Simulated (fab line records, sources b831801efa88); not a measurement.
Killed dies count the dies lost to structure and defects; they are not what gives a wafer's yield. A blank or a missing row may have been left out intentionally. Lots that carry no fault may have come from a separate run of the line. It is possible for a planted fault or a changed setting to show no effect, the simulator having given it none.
Shared-tool check :: flow gf180mcu :: Lots sampled 11, wafers sampled 33

WHY IT WAS OPENED
Of 11 lots, 2 have the reading NSD_TW flagged at GF_NSD_TW_MEAS_12. Wafers without a fault read 4251, standard deviation 28.
Rule: a lot is flagged in two cases, either no wafer of it has a number, or all its wafers with numbers fall more than 4 standard deviations from that mean. All remaining lots are regarded as sound.

lot: L844
measured: day 14 20:04
on: film_metro-02
NSD_TW, wafer by wafer: 4226 4214 4250
flag: 

lot: L846
measured: day 15 13:29
on: film_metro-02
NSD_TW, wafer by wafer: 4237 4247 4247
flag: 

lot: L847
measured: day 16 09:35
on: film_metro-03
NSD_TW, wafer by wafer: 4255 4254 4245
flag: 

lot: L849
measured: day 16 17:25
on: film_metro-03
NSD_TW, wafer by wafer: 4262 4242 4251
flag: 

lot: L850
measured: day 17 01:49
on: film_metro-02
NSD_TW, wafer by wafer: 4242 4246 4207
flag: 

lot: L853
measured: day 18 04:32
on: film_metro-03
NSD_TW, wafer by wafer: 4048 4060 4046
flag: FLAGGED

lot: L854
measured: day 18 14:56
on: film_metro-02
NSD_TW, wafer by wafer: 4040 4012 4047
flag: FLAGGED

lot: L859
measured: day 20 08:04
on: film_metro-03
NSD_TW, wafer by wafer: 4263 4252 4274
flag: 

lot: L860
measured: day 20 13:49
on: film_metro-03
NSD_TW, wafer by wafer: 4265 4281 4284
flag: 

lot: L862
measured: day 21 04:56
on: film_metro-02
NSD_TW, wafer by wafer: 4237 4241 4241
flag: 

lot: L863
measured: day 21 11:11
on: film_metro-03
NSD_TW, wafer by wafer: 4271 4305 4316
flag: 
On average the flagged lots' numbers are 4042, which is -209 against the usual, or -7 standard deviations.

TOOL THAT RAN EACH LOT
2 process steps preceding the reading are held in the record, out of 602 steps in the route. In each cell: the tool, then ch and the chambers that the sampled wafers went through, then the start.
lot: L844
flag: 
GF_NSD_IMPLANT_09: implanter-04 ch 0, day 14 19:40
GF_NSD_STRIP_11: plasma_asher-04 ch 0,1, day 14 19:58

lot: L846
flag: 
GF_NSD_IMPLANT_09: implanter-04 ch 0, day 15 13:05
GF_NSD_STRIP_11: plasma_asher-03 ch 0,1, day 15 13:23

lot: L847
flag: 
GF_NSD_IMPLANT_09: implanter-01 ch 0, day 16 09:11
GF_NSD_STRIP_11: plasma_asher-04 ch 0,1, day 16 09:29

lot: L849
flag: 
GF_NSD_IMPLANT_09: implanter-01 ch 0, day 16 17:04
GF_NSD_STRIP_11: plasma_asher-04 ch 0,1, day 16 17:19

lot: L850
flag: 
GF_NSD_IMPLANT_09: implanter-04 ch 0, day 17 01:28
GF_NSD_STRIP_11: plasma_asher-03 ch 0,1, day 17 01:44

lot: L853
flag: FLAGGED
GF_NSD_IMPLANT_09: implanter-04 ch 0, day 18 04:08
GF_NSD_STRIP_11: plasma_asher-01 ch 0,1, day 18 04:26

lot: L854
flag: FLAGGED
GF_NSD_IMPLANT_09: implanter-04 ch 0, day 18 14:34
GF_NSD_STRIP_11: plasma_asher-04 ch 1, day 18 14:50

lot: L859
flag: 
GF_NSD_IMPLANT_09: implanter-01 ch 0, day 20 07:43
GF_NSD_STRIP_11: plasma_asher-03 ch 0,1, day 20 07:58

lot: L860
flag: 
GF_NSD_IMPLANT_09: implanter-01 ch 0, day 20 13:25
GF_NSD_STRIP_11: plasma_asher-01 ch 0,1, day 20 13:43

lot: L862
flag: 
GF_NSD_IMPLANT_09: implanter-02 ch 0, day 21 04:34
GF_NSD_STRIP_11: plasma_asher-01 ch 0, day 21 04:50

lot: L863
flag: 
GF_NSD_IMPLANT_09: implanter-04 ch 0, day 21 10:49
GF_NSD_STRIP_11: plasma_asher-03 ch 1, day 21 11:05
What the steps here do:
- GF_NSD_IMPLANT_09
- GF_NSD_STRIP_11: strips in O2/N2.
- GF_NSD_TW_MEAS_12

FLAGGED AGAINST TOTAL, ONE TOOL AT A TIME (gauges that did the reading follow at the end)
step: GF_NSD_IMPLANT_09
tool: implanter-01
lots run: 4
flagged: 0
share of the flagged lots: none
sound lots run after its first flagged lot: -

step: GF_NSD_IMPLANT_09
tool: implanter-02
lots run: 1
flagged: 0
share of the flagged lots: none
sound lots run after its first flagged lot: -

step: GF_NSD_IMPLANT_09
tool: implanter-04
lots run: 6
flagged: 2
share of the flagged lots: all
sound lots run after its first flagged lot: 1 (L863)

step: GF_NSD_STRIP_11
tool: plasma_asher-01
lots run: 3
flagged: 1
share of the flagged lots: some
sound lots run after its first flagged lot: 2 (L860,L862)

step: GF_NSD_STRIP_11
tool: plasma_asher-03
lots run: 4
flagged: 0
share of the flagged lots: none
sound lots run after its first flagged lot: -

step: GF_NSD_STRIP_11
tool: plasma_asher-04
lots run: 4
flagged: 1
share of the flagged lots: some
sound lots run after its first flagged lot: 0

step: GF_NSD_TW_MEAS_12
tool: film_metro-02
lots run: 5
flagged: 1
share of the flagged lots: some
sound lots run after its first flagged lot: 1 (L862)

step: GF_NSD_TW_MEAS_12
tool: film_metro-03
lots run: 6
flagged: 1
share of the flagged lots: some
sound lots run after its first flagged lot: 3 (L859,L860,L863)

THE TABLE: WHAT IT ALLOWS
In the table, 1 row covers all flagged lots: implanter-04 at GF_NSD_IMPLANT_09.
- implanter-04 at GF_NSD_IMPLANT_09: 2 of its 6 lots flagged. Sound lots ran on it after the first flagged one (L863), which a lasting fault on the whole tool wouldn't allow. Its own readings (beam_energy_keV) fall more than 4 standard deviations out on all wafers of the flagged lots.
There is no row in the table that ran each flagged lot and no sound lot after the first.

WHAT THE SIMULATOR HAD PUT IN
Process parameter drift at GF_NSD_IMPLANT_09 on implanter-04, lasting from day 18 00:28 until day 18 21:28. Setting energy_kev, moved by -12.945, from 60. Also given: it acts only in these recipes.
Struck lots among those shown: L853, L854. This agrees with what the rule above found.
